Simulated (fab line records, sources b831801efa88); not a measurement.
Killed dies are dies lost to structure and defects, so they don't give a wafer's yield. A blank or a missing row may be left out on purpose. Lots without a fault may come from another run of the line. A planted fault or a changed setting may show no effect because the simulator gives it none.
One fault seen from 2 desks | flow gf180mcu | each desk has only its own numbers; what lay behind them comes last

THE METROLOGY DESK
What the gauges read, lot by lot, whatever tool the lot ran on: means of the sampled wafers that have a number. A lot is out of limits, marked OUT, if its mean lies more than 4 standard deviations from the usual mean; the brackets give that distance.
Columns: A = STI_CVD_03_THK at GF_STI_THK_MEAS_04, usual 208.1 nm; B = LVPWELL_OVL at GF_LVPWELL_OVL_MEAS_07, usual 0.1 nm; C = POLY_GATE_CVD_00_THK at GF_POLY_GATE_THK_MEAS_01, usual 205.0 nm
lot  | first seen here | A                | B    | C
L692 | day 1 14:49     | 207.6            | -2.1 | 206.0
L693 | day 1 18:34     | 205.5            | -1.7 | 206.5
L695 | day 2 06:43     | 208.7            | 0.2  | 204.1
L696 | day 2 10:13     | 208.6            | 0.2  | 204.5
L699 | day 3 00:34     | 206.6            | -0.3 | 204.2
L700 | day 3 05:34     | 207.5            | -0.3 | 205.4
L703 | day 3 21:47     | 208.3            | -0.7 | 206.1
L705 | day 4 07:35     | 217.7 (+5.7) OUT | 0.9  | 203.7
L706 | day 4 11:41     | 214.7            | 0.6  | 207.0
L712 | day 5 17:34     | 208.5            | 2.8  | 202.3
L713 | day 5 22:34     | 206.8            | 2.0  | 205.1
L714 | day 6 03:34     | 208.4            | 0.3  | 208.6
This desk's finding: out of limits on L705; first on L705, day 4 07:35 (STI_CVD_03_THK at GF_STI_THK_MEAS_04). In limits: L692, L693, L695, L696, L699, L700, L703, L706, L712, L713, L714.

THE TOOL OWNER'S DESK: lpcvd-01
The tool's own readings at GF_STI_CVD_03 (deposits Si3N4 from DCS/NH3, target thk 207.16 nm, time 3551 s): means of the sampled wafers that have a number, for each lot that ran on this tool. A lot is out of limits, marked OUT, if its mean lies more than 4 standard deviations from the usual mean; the brackets give that distance.
Columns: A = spike_tc_centre_C at GF_STI_CVD_03, usual 770.1 C; B = zone_power_centre_pct at GF_STI_CVD_03, usual 13.3 %; C = zone_power_lower_pct at GF_STI_CVD_03, usual 12.6 %
lot  | first seen here | A               | B               | C
L693 | day 1 16:34     | 769.6           | 12.5            | 12.7
L695 | day 2 04:44     | 768.7           | 12.6            | 12.7
L696 | day 2 08:13     | 769.4           | 12.4            | 12.7
L699 | day 2 22:34     | 769.4           | 15.3            | 12.0
L700 | day 3 03:34     | 767.8           | 15.1            | 12.1
L705 | day 4 05:36     | 786.2 (+11) OUT | 16.7            | 10.6 (-5.6) OUT
L706 | day 4 09:43     | 785.4 (+10) OUT | 20.1 (+6.8) OUT | 10.0 (-7.3) OUT
This desk's finding: out of limits on L705, L706; first on L705, day 4 05:36 (spike_tc_centre_C at GF_STI_CVD_03). In limits: L693, L695, L696, L699, L700.

PUT TOGETHER
The tool owner's desk could have raised an alarm at day 4 05:36, on L705, L706.
The metrology desk could have raised an alarm at day 4 07:35, on L705.
The metrology desk has L706 on record, within its limits.
Of the lots named, all ran GF_STI_CVD_03 on lpcvd-01.

WHAT THE SIMULATOR HAD PUT IN
Process parameter drift: lpcvd-01, from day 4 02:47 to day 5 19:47, at GF_STI_CVD_03. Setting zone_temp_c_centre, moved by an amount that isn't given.
Lots struck among those shown: L705, L706.
Hours from the fault's start to each desk's first reading out of limits: the tool owner's desk, 3; the metrology desk, 5.
